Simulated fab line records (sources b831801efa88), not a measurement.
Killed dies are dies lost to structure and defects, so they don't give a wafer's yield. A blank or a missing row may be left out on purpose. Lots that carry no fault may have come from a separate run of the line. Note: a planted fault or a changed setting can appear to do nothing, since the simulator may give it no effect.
fab line records	flow sky130
[record] lots = 10	wafers = 30	last-day = 50
route steps=708 shown CAP2M@606 VIA4@642 PASSIVATION@683 PAD_OPEN@708
lots untouched by any fault: they come from a run of this same line in which no faults occurred
start-h: the number of hours between the record's first day and the start of the first shown wafer of the lot	wait-h: hours since the lot's step before	" same as the row above	L1.1+2: several wafers, shown together as one row	- value missing, or start not given	* or withheld: withheld	< > ~ a bound
route shown NAME@n: NAME is a module with steps in the file, n the number in the route of the first one	usual: mean/standard deviation taken from wafers without a fault	same: alike in all rows	chamber/n: place in a boat	sites: readings site by site	_std_site: how widely they spread, as a standard deviation	_edge_site: outer sites' mean less inner sites'	radius-mm: for every site, how far away it sits from the centre of the wafer	mask NAME#n: copy n	behind: tool/chamber where the wafer was last shaped	hold: why the lot was held/for how many hours/how that ended	device: which transistor (n, p or np) failed to switch	end of line: the tests these same wafers got at the end of their route	where a step has no rows: the recipe by itself	killed: the dies lost at the first sort to structure and to defects; this is not the yield of the wafer	map: a wafer's dies, x killed, . not, _ none there
set.NAME: the run value of the setting; set.NAME@STEP: its run value at that earlier step	model.NAME: the simulator's own value behind a step, which no gauge read
steps of the route over a sample of lots; a table a step, a row a wafer
services: when a tool's chamber went out of use (start-h, in hours from the record's first day, below 0 if earlier), for how many hours, and the reason
[[steps]]
[step SKY_CAP2M_RS_MEAS_03]
[recipe] thk-meas-gauge = four-point-probe	reads = TiN_of_CAP2M_SPUTTER_02
[usual] CAP2M_TIN_RS = 6.91/0.079
lot.wafer	tool	chamber	start-h	wait-h	CAP2M_TIN_RS[ohm/sq]
L264.3	film-metro-02	-	948.06	0.1	6.96
L264.5	"	-	"	"	7.08
L264.6	"	-	"	"	6.90
L265.3	film-metro-03	-	963.60	0.1	6.90
L265.4	"	-	"	"	6.87
L265.5	"	-	"	"	6.89
L266.3	film-metro-04	-	966.01	0.1	6.92
L266.4	"	-	"	"	6.95
L266.5	"	-	"	"	6.94
L268.4	film-metro-04	-	971.92	0.1	6.95
L268.5	"	-	"	"	6.82
L268.6	"	-	"	"	6.82
L270.1	film-metro-02	-	993.84	0.1	6.95
L270.2	"	-	"	"	7.00
L270.6	"	-	"	"	6.91
L274.1	film-metro-03	-	1019.32	0.1	6.91
L274.3	"	-	"	"	6.99
L274.6	"	-	"	"	6.89
L277.2	film-metro-03	-	1050.22	0.1	7.07
L277.3	"	-	"	"	7.03
L277.5	"	-	"	"	7.09
L281.3	film-metro-04	-	1071.89	0.1	6.95
L281.5	"	-	"	"	6.93
L281.6	"	-	"	"	6.86
L280.1	film-metro-04	-	1073.92	0.1	6.96
L280.3	"	-	"	"	6.89
L280.5	"	-	"	"	6.94
L282.2	film-metro-03	-	1077.41	0.1	6.77
L282.4	"	-	"	"	6.71
L282.6	"	-	"	"	6.79
[step SKY_VIA4_BOW_MEAS_03]
[recipe] mode = bow
[usual] VIA4_BOW = 81/8.9
lot.wafer	tool	chamber	start-h	wait-h	VIA4_BOW[um]
L264.3	film-metro-01	-	998.46	0.1	75
L264.5	"	-	"	"	75
L264.6	"	-	"	"	83
L265.3	film-metro-03	-	1013.16	0.1	73
L265.4	"	-	"	"	64
L265.5	"	-	"	"	85
L266.3	film-metro-04	-	1014.86	0.2	84
L266.4	"	-	"	"	83
L266.5	"	-	"	"	78
L268.4	film-metro-01	-	1020.90	0.2	68
L268.5	"	-	"	"	76
L268.6	"	-	"	"	80
L270.1	film-metro-04	-	1041.89	0.2	90
L270.2	"	-	"	"	94
L270.6	"	-	"	"	89
L274.1	film-metro-04	-	1065.66	0.2	81
L274.3	"	-	"	"	94
L274.6	"	-	"	"	93
L277.2	film-metro-03	-	1094.58	0.2	90
L277.3	"	-	"	"	83
L277.5	"	-	"	"	83
L281.3	film-metro-04	-	1115.57	0.1	91
L281.5	"	-	"	"	90
L281.6	"	-	"	"	92
L280.1	film-metro-01	-	1116.87	0.2	90
L280.3	"	-	"	"	85
L280.5	"	-	"	"	79
L282.2	film-metro-03	-	1120.34	0.2	76
L282.4	"	-	"	"	70
L282.6	"	-	"	"	67
[step SKY_VIA4_SPUTTER_17]
[recipe] material = TiN	target-thk-nm = 20	chamber-pressure-pa = 5	power-w = 4000	time-s = 80
[usual] cathode-dc-power-W = 3999.9/0.65	throttle-valve-pct = 30.0/1.2
lot.wafer	tool	chamber	start-h	wait-h	cathode-dc-power-W	throttle-valve-pct
L264.3	pvd-sputter-02	-	1022.02	0.0	3998.9	29.8
L264.5	"	-	"	"	3999.5	30.1
L264.6	"	-	"	"	3999.2	30.0
L265.3	pvd-sputter-01	-	1035.51	0.0	3999.5	28.8
L265.4	"	-	"	"	4000.0	28.1
L265.5	"	-	"	"	3999.5	28.2
L266.3	pvd-sputter-02	-	1037.68	0.0	3998.8	29.5
L266.4	"	-	"	"	4000.0	29.9
L266.5	"	-	"	"	3999.6	29.9
L268.4	pvd-sputter-02	-	1043.86	0.0	4000.2	31.3
L268.5	"	-	"	"	3999.9	31.4
L268.6	"	-	"	"	4000.1	29.7
L270.1	pvd-sputter-04	-	1063.94	0.0	4000.9	28.1
L270.2	"	-	"	"	4001.2	32.3
L270.6	"	-	"	"	3999.7	31.7
L274.1	pvd-sputter-02	-	1086.23	0.0	3998.6	29.8
L274.3	"	-	"	"	3999.0	30.0
L274.6	"	-	"	"	3999.5	30.0
L277.2	pvd-sputter-02	-	1114.92	0.0	4000.6	30.0
L277.3	"	-	"	"	4000.5	30.1
L277.5	"	-	"	"	4000.0	31.3
L281.3	pvd-sputter-01	-	1134.61	0.0	3999.4	28.2
L281.5	"	-	"	"	3999.8	28.9
L281.6	"	-	"	"	3998.9	31.6
L280.1	pvd-sputter-01	-	1136.90	0.0	3998.8	31.2
L280.3	"	-	"	"	4000.1	28.6
L280.5	"	-	"	"	4000.1	29.1
L282.2	pvd-sputter-02	-	1140.09	0.0	3999.4	29.9
L282.4	"	-	"	"	4000.0	29.9
L282.6	"	-	"	"	3999.6	29.7
[step SKY_PASSIVATION_CVD_02]
[recipe] material = Si3N4	target-thk-nm = 540	temp-c = 400	time-s = withheld	rf-w = 450
[usual] heater-power-outer-w = 437/63	heater-power-w = 712/90	rf-fwd-power-W = 449.3/1.4
lot.wafer	tool	chamber	start-h	wait-h	heater-power-outer-w	heater-power-w	rf-fwd-power-W
L264.3	pecvd-02	2	1046.70	0.0	466	761	447.8
L264.5	"	0	"	"	468	735	449.6
L264.6	"	1	"	"	437	793	449.8
L265.3	pecvd-03	2	1058.73	0.0	397	656	448.4
L265.4	"	2	"	"	422	658	450.4
L265.5	"	0	"	"	476	818	448.0
L266.3	pecvd-04	2	1061.59	0.0	444	696	447.3
L266.4	"	1	"	"	390	634	450.7
L266.5	"	0	"	"	319	554	450.8
L268.4	pecvd-04	2	1067.76	0.1	350	582	448.5
L268.5	"	1	"	"	419	660	449.4
L268.6	"	0	"	"	285	502	448.5
L270.1	pecvd-02	2	1085.76	0.1	419	694	449.6
L270.2	"	0	"	"	475	754	447.5
L270.6	"	0	"	"	383	615	449.3
L274.1	pecvd-02	2	1107.34	0.1	425	712	447.6
L274.3	"	0	"	"	468	724	451.1
L274.6	"	1	"	"	494	848	271.3
L277.2	pecvd-03	1	1135.86	0.0	564	822	452.1
L277.3	"	2	"	"	403	634	449.2
L277.5	"	0	"	"	469	804	450.8
L281.3	pecvd-03	1	1154.42	0.0	526	765	446.9
L281.5	"	2	"	"	401	643	448.9
L281.6	"	0	"	"	492	853	452.1
L280.1	pecvd-03	2	1156.71	0.1	426	676	449.9
L280.3	"	0	"	"	472	811	450.1
L280.5	"	1	"	"	494	741	449.8
L282.2	pecvd-03	0	1159.09	0.0	411	752	449.1
L282.4	"	0	"	"	449	804	446.1
L282.6	"	1	"	"	536	817	449.5
[step SKY_PASSIVATION_THK_MEAS_03]
[recipe] reads = Si3N4_of_PASSIVATION_CVD_02
[usual] PASSIVATION_CVD_02_THK = 540/7.6
lot.wafer	tool	chamber	start-h	wait-h	PASSIVATION_CVD_02_THK[nm]
L264.3	film-metro-01	-	1046.94	-	523
L264.5	"	-	"	"	536
L264.6	"	-	"	"	532
L265.3	film-metro-01	-	1058.98	-	532
L265.4	"	-	"	"	541
L265.5	"	-	"	"	547
L266.3	film-metro-02	-	1061.84	-	535
L266.4	"	-	"	"	536
L266.5	"	-	"	"	549
L268.4	film-metro-02	-	1067.90	-	549
L268.5	"	-	"	"	538
L268.6	"	-	"	"	547
L270.1	film-metro-03	-	1085.98	-	538
L270.2	"	-	"	"	533
L270.6	"	-	"	"	542
L274.1	film-metro-03	-	1107.56	-	530
L274.3	"	-	"	"	529
L274.6	"	-	"	"	456
L277.2	film-metro-02	-	1136.10	-	547
L277.3	"	-	"	"	538
L277.5	"	-	"	"	545
L281.3	film-metro-02	-	1154.67	-	549
L281.5	"	-	"	"	550
L281.6	"	-	"	"	550
L280.1	film-metro-01	-	1156.94	-	531
L280.3	"	-	"	"	541
L280.5	"	-	"	"	553
L282.2	film-metro-02	-	1159.33	-	535
L282.4	"	-	"	"	543
L282.6	"	-	"	"	547
[step SKY_PASSIVATION_ETCH_11]
[recipe] chemistry = CF4/O2	target-depth-nm = 725	stop-on = AlCu	source-w = 800	bias-w = 150	pressure-mtorr = 150	cf4-flow-sccm = 80	O2_flow_sccm = 10	time-s = 161.1
[usual] drypump-motor-current-A = 5.8/0.34	oes-product-au = 0.977/0.0074	throttle-valve-pct = 5.963/0.0093
lot.wafer	tool	chamber	start-h	wait-h	drypump-motor-current-A	oes-product-au	rf-hours-counter-h	throttle-valve-pct
L264.3	rie-diel-02	1	1068.74	-	6.1	0.959	26	5.965
L264.5	"	0	"	"	5.7	0.978	-	5.970
L264.6	"	1	"	"	6.1	0.971	-	5.965
L265.3	rie-diel-01	0	1080.05	-	5.4	0.975	-	5.948
L265.4	"	1	"	"	5.8	0.981	-	5.963
L265.5	"	1	"	"	5.7	0.989	-	5.962
L266.3	rie-diel-02	0	1082.07	-	5.7	0.967	19	5.958
L266.4	"	1	"	"	6.1	0.979	27	5.952
L266.5	"	2	"	"	5.9	0.979	-	5.972
L268.4	rie-diel-03	3	1088.93	-	6.1	0.982	-	5.982
L268.5	"	1	"	"	4.9	0.976	-	5.964
L268.6	"	2	"	"	5.7	0.978	-	5.954
L270.1	rie-diel-01	2	1106.09	-	6.0	0.976	14	5.961
L270.2	"	1	"	"	5.8	0.971	25	5.966
L270.6	"	1	"	"	5.8	0.985	-	5.972
L274.1	rie-diel-02	3	1126.92	-	5.9	0.974	12	5.959
L274.3	"	3	"	"	5.9	0.972	-	5.964
L274.6	"	1	"	"	6.1	0.906	-	5.942
L277.2	rie-diel-02	2	1154.24	-	5.9	0.973	9	5.962
L277.3	"	1	"	"	6.1	0.981	30	5.966
L277.5	"	0	"	"	5.8	0.979	-	5.964
L281.3	rie-diel-02	1	1171.34	-	6.1	0.990	31	5.965
L281.5	"	3	"	"	5.9	0.974	-	5.982
L281.6	"	2	"	"	5.9	0.987	-	5.972
L280.1	rie-diel-03	2	1174.07	-	5.6	0.968	19	5.975
L280.3	"	0	"	"	6.5	0.979	10	5.944
L280.5	"	3	"	"	6.1	0.981	-	5.957
L282.2	rie-diel-01	1	1176.84	-	5.7	0.973	1	5.950
L282.4	"	0	"	"	5.4	0.987	13	5.952
L282.6	"	3	"	"	6.2	0.974	-	5.956
[step SKY_PAD_OPEN_PROBE_99]
[usual] defect-limited-yield = 82.6/1.8	killed_at_M0_to_M3 = 44/6.3	killed_at_M4_up = 2.8/1.7	killed-at-contacts = 25/5.8	killed-at-front-end = 14/4.4	killed-at-other = 0.3/0.49	killed-dies = 86/8.7	killed-open = 48/5.8	killed-short = 38/6	sort_bin_3_pad_short = 0.8/0.39	sort_bin_5_function = 10.4/1.4	sort_bin_6_memory = 6.2/1.1	sort_bin_8_speed = 0.00/0.017	sort-n-pass = 406/8.7	sort-yield-pct = 82.6/1.8
[same] gross-dies = 492	killed-at-back-side = 0	sort_bin_4_leakage[%] = 0
lot.wafer	tool	chamber	start-h	wait-h	defect-limited-yield[%]	killed_at_M0_to_M3	killed_at_M4_up	killed-at-contacts	killed-at-front-end	killed-at-other	killed-dies	killed-open	killed-short	sort_bin_3_pad_short[%]	sort_bin_5_function[%]	sort_bin_6_memory[%]	sort_bin_8_speed[%]	sort-n-pass	sort-yield-pct[%]
L264.3	prober-01	-	1092.46	0.2	82.3	48	1	25	13	0	87	48	39	0.2	10.6	6.9	0	405	82.3
L264.5	prober-01	-	1092.56	0.2	82.9	40	2	32	10	0	84	45	39	1.0	10.2	5.9	0	408	82.9
L264.6	prober-01	-	1092.61	0.2	82.7	50	7	16	12	0	85	44	41	1.2	9.8	6.3	0	407	82.7
L266.3	prober-01	-	1105.03	0.2	83.3	46	5	22	9	0	82	48	34	0.6	10.4	5.7	0	410	83.3
L266.4	prober-01	-	1105.08	0.2	84.6	35	6	18	17	0	76	40	36	0	9.1	6.3	0	416	84.6
L266.5	prober-01	-	1105.13	0.2	83.5	44	3	26	7	1	81	47	34	1.4	9.8	5.3	0	411	83.5
L268.4	prober-01	-	1111.40	0.2	86.2	39	0	18	11	0	68	39	29	0.2	8.9	4.7	0	424	86.2
L268.5	prober-01	-	1111.45	0.2	85.0	34	1	20	19	0	74	45	29	0.4	8.5	6.1	0	418	85.0
L268.6	prober-01	-	1111.50	0.2	82.5	35	2	39	10	0	86	50	36	0.6	9.6	7.3	0	406	82.5
L270.1	prober-01	-	1127.92	0.1	79.5	43	4	32	22	0	101	53	48	2.2	10.8	7.5	0	391	79.5
L270.2	prober-01	-	1127.97	0.1	80.9	44	2	37	11	0	94	49	45	1.4	12.0	5.7	0	398	80.9
L270.6	prober-01	-	1128.17	0.2	78.7	47	3	38	17	0	105	62	43	0.8	13.6	6.9	0	387	78.7
L277.2	prober-02	-	1174.09	0.1	81.1	51	4	21	16	1	93	40	53	1.4	11.4	6.1	0	399	81.1
L277.3	prober-02	-	1174.14	0.2	81.7	41	3	34	12	0	90	56	34	1.2	10.8	6.3	0	402	81.7
L277.5	prober-02	-	1174.24	0.2	82.3	41	1	33	11	1	87	49	38	1.2	10.4	6.1	0	405	82.3
L281.3	prober-01	-	1190.39	0.2	80.9	50	4	30	9	1	94	49	45	0.4	11.6	7.1	0	398	80.9
L281.5	prober-01	-	1190.49	0.2	80.3	48	2	26	21	0	97	52	45	0.6	12.4	6.7	0	395	80.3
L281.6	prober-01	-	1190.54	0.2	85.6	34	3	23	11	0	71	39	32	1.2	6.1	7.1	0	421	85.6
L280.1	prober-02	-	1192.77	0.1	81.7	46	5	27	12	0	90	47	43	0.8	11.4	6.1	0	402	81.7
L280.3	prober-02	-	1192.87	0.2	80.9	59	3	20	9	3	94	49	45	1.6	10.6	6.9	0	398	80.9
L280.5	prober-02	-	1192.97	0.2	81.5	49	1	21	20	0	91	49	42	1.2	11.2	6.1	0	401	81.5
L282.2	prober-02	-	1195.51	0.1	81.5	44	1	27	18	1	91	55	36	1.0	10.8	6.7	0	401	81.5
L282.4	prober-02	-	1195.61	0.2	81.5	37	1	33	19	1	91	48	43	0.6	10.4	7.5	0	401	81.5
L282.6	prober-02	-	1195.71	0.2	83.3	50	2	17	13	0	82	46	36	1.0	9.3	6.3	0	410	83.3
// killed by level:class
L264.3 CONTACT:geometric-particle:open=13 METAL1:geometric-particle:short=9 VIA1:geometric-particle:open=7 VIA2:geometric-particle:open=7 VIA3:geometric-particle:open=6 VIA1:geometric-particle:short=6 LI_CONTACT:geometric-particle:open=5 CONTACT:geometric-particle:short=4
L264.5 CONTACT:geometric-particle:open=12 VIA1:geometric-particle:open=10 LOCAL_INTERCONNECT:geometric-particle:short=9 CONTACT:geometric-particle:short=8 POLY_GATE:geometric-particle:open=5 VIA3:geometric-particle:open=5 METAL2:geometric-particle:short=4 METAL3:geometric-particle:open=4
L264.6 METAL1:geometric-particle:short=9 VIA1:geometric-particle:open=8 VIA3:geometric-particle:open=8 FIELD_ISO:geometric-particle:open=6 CONTACT:geometric-particle:open=6 VIA2:geometric-particle:short=6 METAL4:geometric-particle:short=5 LI_CONTACT:geometric-particle:open=4
L266.3 VIA1:geometric-particle:open=12 CONTACT:geometric-particle:open=9 METAL1:geometric-particle:short=6 FIELD_ISO:geometric-particle:short=5 METAL2:geometric-particle:open=5 METAL2:geometric-particle:short=5 VIA3:geometric-particle:open=5 LI_CONTACT:geometric-particle:open=4
L266.4 METAL1:geometric-particle:short=7 LI_CONTACT:geometric-particle:open=6 VIA1:geometric-particle:short=6 CONTACT:geometric-particle:open=5 METAL2:geometric-particle:short=5 VIA3:geometric-particle:open=5 FIELD_ISO:geometric-particle:short=4 FIELD_ISO:geometric-particle:open=4
L266.5 CONTACT:geometric-particle:open=12 VIA1:geometric-particle:open=11 METAL2:geometric-particle:short=7 VIA2:geometric-particle:open=7 CONTACT:geometric-particle:short=6 LI_CONTACT:geometric-particle:open=4 LOCAL_INTERCONNECT:geometric-particle:short=4 METAL1:geometric-particle:short=4
L268.4 VIA1:geometric-particle:open=9 LI_CONTACT:geometric-particle:open=7 VIA1:geometric-particle:short=7 VIA3:geometric-particle:open=7 CONTACT:geometric-particle:open=5 METAL2:geometric-particle:short=5 FIELD_ISO:geometric-particle:short=4 FIELD_ISO:geometric-particle:open=2
L268.5 VIA1:geometric-particle:open=11 CONTACT:geometric-particle:open=7 LI_CONTACT:geometric-particle:open=6 FIELD_ISO:geometric-particle:open=5 POLY_GATE:geometric-particle:open=5 VIA3:geometric-particle:open=5 POLY_GATE:geometric-particle:short=4 CONTACT:geometric-particle:short=4
L268.6 CONTACT:geometric-particle:open=14 LI_CONTACT:geometric-particle:open=9 VIA1:geometric-particle:open=9 VIA3:geometric-particle:open=8 CONTACT:geometric-particle:short=7 LOCAL_INTERCONNECT:geometric-particle:short=6 METAL1:geometric-particle:short=4 VIA1:geometric-particle:short=4
L270.1 METAL2:geometric-particle:short=12 LI_CONTACT:geometric-particle:open=11 VIA3:geometric-particle:open=9 CONTACT:geometric-particle:open=9 CONTACT:geometric-particle:short=8 FIELD_ISO:geometric-particle:short=7 VIA1:geometric-particle:open=7 FIELD_ISO:geometric-particle:open=4
L270.2 CONTACT:geometric-particle:open=15 VIA1:geometric-particle:open=12 METAL2:geometric-particle:short=7 CONTACT:geometric-particle:short=7 VIA2:geometric-particle:open=7 LOCAL_INTERCONNECT:geometric-particle:short=5 POLY_GATE:geometric-particle:short=4 LI_CONTACT:geometric-particle:short=4
L270.6 CONTACT:geometric-particle:open=12 LI_CONTACT:geometric-particle:open=10 VIA2:geometric-particle:open=10 VIA3:geometric-particle:open=10 VIA1:geometric-particle:open=9 LI_CONTACT:geometric-particle:short=7 CONTACT:geometric-particle:short=5 VIA1:geometric-particle:short=4
L277.2 VIA1:geometric-particle:open=10 LI_CONTACT:geometric-particle:open=7 METAL3:geometric-particle:short=7 CONTACT:geometric-particle:open=6 VIA1:geometric-particle:short=6 VIA3:geometric-particle:short=6 FIELD_ISO:geometric-particle:short=5 METAL1:geometric-particle:short=5
L277.3 CONTACT:geometric-particle:open=13 VIA1:geometric-particle:open=12 LI_CONTACT:geometric-particle:open=8 VIA2:geometric-particle:open=7 METAL2:geometric-particle:short=6 FIELD_ISO:geometric-particle:open=5 VIA1:geometric-particle:short=5 LOCAL_INTERCONNECT:geometric-particle:short=5
L277.5 CONTACT:geometric-particle:open=10 VIA1:geometric-particle:open=9 VIA3:geometric-particle:open=9 LI_CONTACT:geometric-particle:open=8 METAL2:geometric-particle:short=6 CONTACT:geometric-particle:short=6 LOCAL_INTERCONNECT:geometric-particle:short=5 LI_CONTACT:geometric-particle:short=4
L281.3 CONTACT:geometric-particle:open=12 VIA1:geometric-particle:open=10 VIA1:geometric-particle:short=8 CONTACT:geometric-particle:short=8 VIA3:geometric-particle:open=8 METAL1:geometric-particle:short=7 LI_CONTACT:geometric-particle:open=5 METAL1:geometric-particle:open=5
L281.5 CONTACT:geometric-particle:open=11 VIA1:geometric-particle:open=9 VIA2:geometric-particle:open=8 FIELD_ISO:geometric-particle:short=7 METAL1:geometric-particle:short=6 VIA3:geometric-particle:open=6 LI_CONTACT:geometric-particle:open=5 LOCAL_INTERCONNECT:geometric-particle:short=5
L281.6 LI_CONTACT:geometric-particle:open=8 CONTACT:geometric-particle:open=6 VIA1:geometric-particle:short=6 POLY_GATE:geometric-particle:short=5 VIA1:geometric-particle:open=5 VIA2:geometric-particle:open=5 VIA3:geometric-particle:open=4 LOCAL_INTERCONNECT:geometric-particle:short=3
L280.1 CONTACT:geometric-particle:open=9 VIA2:geometric-particle:open=9 VIA1:geometric-particle:open=8 LOCAL_INTERCONNECT:geometric-particle:short=7 METAL1:geometric-particle:short=6 LI_CONTACT:geometric-particle:open=6 FIELD_ISO:geometric-particle:open=5 POLY_GATE:geometric-particle:short=5
L280.3 VIA1:geometric-particle:open=13 METAL1:geometric-particle:short=8 VIA2:geometric-particle:open=8 VIA3:geometric-particle:open=8 VIA1:geometric-particle:short=6 CONTACT:geometric-particle:open=5 METAL2:geometric-particle:short=5 POLY_GATE:geometric-particle:short=4
L280.5 VIA3:geometric-particle:open=10 FIELD_ISO:geometric-particle:open=7 LI_CONTACT:geometric-particle:open=7 VIA1:geometric-particle:open=7 FIELD_ISO:geometric-particle:short=6 VIA2:geometric-particle:open=6 VIA1:geometric-particle:short=6 CONTACT:geometric-particle:short=5
L282.2 CONTACT:geometric-particle:open=17 VIA1:geometric-particle:open=12 POLY_GATE:geometric-particle:short=8 LI_CONTACT:geometric-particle:open=6 VIA2:geometric-particle:open=6 VIA3:geometric-particle:short=6 FIELD_ISO:geometric-particle:open=5 METAL3:geometric-particle:short=5
L282.4 VIA1:geometric-particle:open=14 CONTACT:geometric-particle:open=12 LI_CONTACT:geometric-particle:open=8 LOCAL_INTERCONNECT:geometric-particle:short=7 POLY_GATE:geometric-particle:short=5 VIA1:geometric-particle:short=5 METAL3:geometric-particle:short=5 VIA3:geometric-particle:open=5
L282.6 VIA1:geometric-particle:open=15 CONTACT:geometric-particle:open=7 METAL1:geometric-particle:short=7 VIA2:geometric-particle:open=7 VIA3:geometric-particle:open=6 CONTACT:geometric-particle:short=5 FIELD_ISO:geometric-particle:open=4 VIA1:geometric-particle:short=4
[[services]]
tool	chamber	start-h	hours	kind
rie-diel-03	-	999.72	0.2	repair
pecvd-03	-	1014.98	0.8	repair
pecvd-04	-	1022.95	1.9	repair
pecvd-04	-	1027.12	1.0	repair
rie-diel-01	2	1031.63	6.9	repair
rie-diel-01	-	1046.62	1.4	repair
pecvd-03	-	1048.56	0.9	repair
rie-diel-01	3	1056.66	11.2	repair
pvd-sputter-01	-	1058.65	6.3	repair
rie-diel-01	2	1066.76	21.5	repair
rie-diel-01	3	1078.79	4.6	repair
pecvd-04	-	1083.19	2.8	pm
rie-diel-03	0	1087.47	10.1	repair
pecvd-03	-	1093.45	0.9	repair
rie-diel-03	1	1103.44	6.7	repair
pvd-sputter-04	-	1105.32	18.1	repair
rie-diel-02	0	1113.34	14.6	repair
pvd-sputter-04	-	1120.03	2.3	repair
rie-diel-02	2	1123.16	4.2	repair
rie-diel-03	-	1128.02	2.8	pm
rie-diel-03	1	1140.77	6.7	repair
pvd-sputter-02	1	1150.47	-	consumable-replace:kit
pecvd-04	1	1166.62	3.6	repair
pvd-sputter-02	-	1168.24	7.2	repair
[[key]]
[first-sign] step = SKY_PASSIVATION_CVD_02	reading = rf-fwd-power-W	direction = down	sigmas = 99+	usual = 449.3	struck = 271.3
[effect] step = SKY_PASSIVATION_THK_MEAS_03	reading = PASSIVATION_CVD_02_THK	direction = down	sigmas = 11	usual = 540	struck = 456
[effect] step = SKY_PASSIVATION_ETCH_11	reading = oes-product-au	direction = down	sigmas = 9.5	usual = 0.977	struck = 0.906
met-at SKY_PASSIVATION_CVD_02
struck-lots L274
struck-wafers L274.6
not-acting-at SKY_CAP2M_RS_MEAS_03,SKY_VIA4_BOW_MEAS_03,SKY_VIA4_SPUTTER_17
onset-between 1046.70 1107.34
[fault] kind = process-parameter-drift	tool = pecvd-02	chamber = 1	onset-h = 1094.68	steps = SKY_PASSIVATION_CVD_02	channel = rf-w	offset = -180	shape = step	end-h = 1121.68	acts-in = these-recipes-only	stated = 450
